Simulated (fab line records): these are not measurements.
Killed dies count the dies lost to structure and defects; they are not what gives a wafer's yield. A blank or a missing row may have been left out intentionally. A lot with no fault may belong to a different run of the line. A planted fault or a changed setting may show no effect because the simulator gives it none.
Struck lot and sound lot, side by side / flow sky130 / 43 steps out of a route of 708
Sound: the wafers L549.1, L549.2, L549.5. Struck: wafers L543.2, L543.3. (L543.6 of the same lot was not struck and is left out.) The cause comes at the end.
Order at every step that has rows: each side's tool, ch and its chambers, its first start. Under that, the readings that differ: sound wafers / struck wafers / difference of the means / sigmas: that difference in standard deviations of wafers without a fault.
alike: readings whose means differ by less than 2 such deviations, and words and numbers that are the same on both sides. not compared: withheld readings, readings that some wafer has no value for, bounds like >300 that may hide the same value, and numbers for which the record gives no deviation and whose values overlap.
A row with sigmas, a row that says differs or no value, or rows on one side alone: a step with any of these is where the two part. Numbers that have no deviation but don't overlap get no sigmas and don't part them. A reading that every wafer of one side lacks parts them only if that side has two wafers or more.

SKY_VT_ADJUST_HVTP_OVL_MEAS_08:
  sound on overlay-01 at day 10 08:17; struck on overlay-01 at day 8 15:27
  alike: VT_ADJUST_HVTP_OVL
following that, these wafers have no rows for 1 step: SKY_VT_ADJUST_HVTP_IMPLANT_09.
SKY_VT_ADJUST_HVTP_STRIP_10: strips in O2/N2.
  sound on plasma asher-02 ch 0,1, day 10 08:29; struck on plasma asher-02 ch 1, day 8 15:38
  alike: drypump motor current A, oes product au, strip time to endpoint s
  not compared: rf hours counter h
SKY_VT_ADJUST_HVTP_TW_MEAS_11:
  sound on film metro-02 at day 10 08:35; struck on film metro-01 at day 8 15:44
  alike: VT_ADJUST_HVTP_TW
then, 7 steps without rows for these wafers: SKY_VT_ADJUST_LVTN_DEHYDRATE_00 (time 60 s); SKY_VT_ADJUST_LVTN_HMDS_01 (prime time 60 s); SKY_VT_ADJUST_LVTN_COAT_02 (resist thk 3000 nm); SKY_VT_ADJUST_LVTN_SOFTBAKE_03; SKY_VT_ADJUST_LVTN_EXPOSE_04 (exposes mask NWM COMPLEMENT LESS NATIVE, target cd 840 nm); SKY_VT_ADJUST_LVTN_PEB_05; SKY_VT_ADJUST_LVTN_DEVELOP_06 (develop time 60 s).
SKY_VT_ADJUST_LVTN_OVL_MEAS_07:
  sound on overlay-01 at day 11 07:49; struck on overlay-01 at day 9 13:58
  alike: VT_ADJUST_LVTN_OVL
SKY_VT_ADJUST_LVTN_IMPLANT_08:
  sound on implanter-02 ch 0, day 11 07:50; struck on implanter-04 ch 0, day 9 14:01
SKY_VT_ADJUST_LVTN_STRIP_09: strips in O2/N2.
  sound on plasma asher-01 ch 0,1, day 11 07:59; struck on plasma asher-03 ch 0,1, day 9 14:08
  alike: drypump motor current A, oes product au, strip time to endpoint s
  not compared: rf hours counter h
SKY_VT_ADJUST_LVTN_TW_MEAS_10:
  sound on film metro-04 at day 11 08:05; struck on film metro-03 at day 9 14:15
  alike: VT_ADJUST_LVTN_TW
then, 7 steps without rows for these wafers: SKY_VT_ADJUST_LVTN_DEHYDRATE_11 (time 60 s); SKY_VT_ADJUST_LVTN_HMDS_12 (prime time 60 s); SKY_VT_ADJUST_LVTN_COAT_13 (resist thk 1140 nm); SKY_VT_ADJUST_LVTN_SOFTBAKE_14 (time 60 s); SKY_VT_ADJUST_LVTN_EXPOSE_15 (exposes mask HVN STD DERIVED, target cd 600 nm); SKY_VT_ADJUST_LVTN_PEB_16; SKY_VT_ADJUST_LVTN_DEVELOP_17 (develop time 60 s).
SKY_VT_ADJUST_LVTN_OVL_MEAS_18:
  sound on overlay-02 at day 12 08:13; struck on overlay-02 at day 10 12:19
  alike: VT_ADJUST_LVTN_01_OVL
following that, these wafers have no rows for 1 step: SKY_VT_ADJUST_LVTN_IMPLANT_19.
SKY_VT_ADJUST_LVTN_STRIP_20: strips in O2/N2.
  sound on plasma asher-03 ch 0,1, day 12 08:23; struck on plasma asher-04 ch 0,1, day 10 12:29
  alike: drypump motor current A, oes product au, strip time to endpoint s
  not compared: rf hours counter h
SKY_VT_ADJUST_LVTN_TW_MEAS_21:
  sound on film metro-03 at day 12 08:29; struck on film metro-04 at day 10 12:36
  alike: VT_ADJUST_LVTN_2_TW
then, 7 steps without rows for these wafers: SKY_VT_ADJUST_NCORE_DEHYDRATE_00 (time 60 s); SKY_VT_ADJUST_NCORE_HMDS_01 (prime time 60 s); SKY_VT_ADJUST_NCORE_COAT_02 (resist thk 1140 nm); SKY_VT_ADJUST_NCORE_SOFTBAKE_03 (time 60 s); SKY_VT_ADJUST_NCORE_EXPOSE_04 (exposes mask LVTN COMPLEMENT THIN, target cd 380 nm); SKY_VT_ADJUST_NCORE_PEB_05; SKY_VT_ADJUST_NCORE_DEVELOP_06 (develop time 60 s).
SKY_VT_ADJUST_NCORE_CD_MEAS_07: the cd target is 380 nm.
  sound on cd sem-01 at day 13 09:06; struck on cd sem-01 at day 11 11:32
  alike: cd nm
SKY_VT_ADJUST_NCORE_OVL_MEAS_08:
  sound on overlay-02 at day 13 09:13; struck on overlay-01 at day 11 11:39
  alike: VT_ADJUST_NCORE_OVL
following that, these wafers have no rows for 1 step: SKY_VT_ADJUST_NCORE_IMPLANT_09.
SKY_VT_ADJUST_NCORE_STRIP_10: strips in O2/N2.
  sound on plasma asher-02 ch 0,1, day 13 09:25; struck on plasma asher-04 ch 0,1, day 11 11:50
reading=strip time to endpoint s (s); sound=14.20 14.19 14.21; struck=14.07 14.10; difference=-0.11; sigmas=-3
  alike: drypump motor current A, oes product au
  not compared: rf hours counter h
SKY_VT_ADJUST_NCORE_TW_MEAS_11:
  sound on film metro-04 at day 13 09:31; struck on film metro-02 at day 11 11:56
  alike: VT_ADJUST_NCORE_TW
then, 4 steps without rows for these wafers: SKY_VT_ADJUST_HVTR_DEHYDRATE_00 (time 60 s); SKY_VT_ADJUST_HVTR_HMDS_01 (prime time 60 s); SKY_VT_ADJUST_HVTR_COAT_02 (resist thk 1140 nm); SKY_VT_ADJUST_HVTR_SOFTBAKE_03 (time 60 s).
-- record jumps: 37 days separate the struck wafers' starts on either side; left off in module VT_ADJUST_HVTR, taken up again in module PAD_OPEN, whose first shown step is the route's number 708 --
SKY_PAD_OPEN_PROBE_99:
  sound on prober-02 at day 49 20:07; struck on prober-02 at day 48 12:05
reading=killed_at_M4_up; sound=5 1 2; struck=6 6; difference=+3; sigmas=+2
reading=killed at contacts; sound=37 30 30; struck=15 23; difference=-13; sigmas=-3
reading=model.etest.nfet_01v8.drive ua um range; sound=7.122 10.11 8.507; struck=12.35 14.4; difference=+4.80; sigmas=
reading=model.etest.nfet_01v8.vt v range; sound=0.007405 0.008252 0.01259; struck=0.0203 0.01846; difference=+0.0100; sigmas=
  alike: killed_at_M0_to_M3, killed at front end, killed at other, killed dies, killed open, killed short

== WHERE THEY PART ==
Last at SKY_PAD_OPEN_PROBE_99 as far as this record goes, first at SKY_VT_ADJUST_NCORE_STRIP_10.

WHY: what had been put in by the simulator
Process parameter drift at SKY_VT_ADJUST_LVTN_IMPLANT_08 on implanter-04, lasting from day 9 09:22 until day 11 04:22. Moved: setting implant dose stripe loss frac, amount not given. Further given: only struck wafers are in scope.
